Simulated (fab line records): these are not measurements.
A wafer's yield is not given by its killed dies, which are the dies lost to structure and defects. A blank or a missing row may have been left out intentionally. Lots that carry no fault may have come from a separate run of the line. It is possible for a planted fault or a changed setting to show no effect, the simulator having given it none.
Matching of chambers || flow gf180mcu || 3 sister chambers for GF_V1_CVD_00 on hdpcvd-02
The step deposits SiO2, target thk 600 nm, time 100 s. 6 wafers are shown with their chamber, then 7 later ones without.

## WAFERS PAIRED WITH THEIR CHAMBERS
{"wafer": "L606.1", "chamber": 0, "sih4 flow sccm (sccm)": 59.83}
{"wafer": "L610.6", "chamber": 1, "sih4 flow sccm (sccm)": 60.25}
{"wafer": "L612.2", "chamber": 0, "sih4 flow sccm (sccm)": 59.94}
{"wafer": "L612.6", "chamber": 2, "sih4 flow sccm (sccm)": 60.03}
{"wafer": "L614.4", "chamber": 2, "sih4 flow sccm (sccm)": 60.23}
{"wafer": "L614.5", "chamber": 1, "sih4 flow sccm (sccm)": 60.52}

## WAFERS WHOSE CHAMBER IS MISSING
{"wafer": "L614.6", "sih4 flow sccm (sccm)": 59.92}
{"wafer": "L617.1", "sih4 flow sccm (sccm)": 59.75}
{"wafer": "L617.2", "sih4 flow sccm (sccm)": 59.96}
{"wafer": "L617.5", "sih4 flow sccm (sccm)": 59.90}
{"wafer": "L619.1", "sih4 flow sccm (sccm)": 60.06}
{"wafer": "L619.4", "sih4 flow sccm (sccm)": 59.96}
{"wafer": "L619.6", "sih4 flow sccm (sccm)": 59.94}

## THE CHAMBER EACH PASSED THROUGH
{"wafer": "L614.6", "from the rows above": "can't be placed: 0 or 2", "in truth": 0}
{"wafer": "L617.1", "from the rows above": "can't be placed: 0 or 2", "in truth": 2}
{"wafer": "L617.2", "from the rows above": "can't be placed: 0 or 2", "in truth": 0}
{"wafer": "L617.5", "from the rows above": "can't be placed: 0 or 2", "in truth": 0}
{"wafer": "L619.1", "from the rows above": "can't be placed: 2 or 0 or 1", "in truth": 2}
{"wafer": "L619.4", "from the rows above": "can't be placed: 0 or 2", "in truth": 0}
{"wafer": "L619.6", "from the rows above": "can't be placed: 0 or 2", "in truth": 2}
Correctly placed: 0 of 7. Can't be placed from these rows: 7 (the true chamber is among the candidates in 7). Placed wrongly: 0.
How it was worked out, from the rows above alone: a wafer's distance from a chamber is the root of the sum, over the readings, of the square of ((its reading less the chamber's mean) divided by the reading's scatter). The wafer belongs to the nearest chamber; if the next one is less than 2 further off, it can't be placed. For every chamber, the mean is computed from those of its wafers that are shown. How the scatter is found: for the shown wafers, subtract from each reading the mean of its chamber, square and add these, divide the total by (wafers less chambers), then take the root.
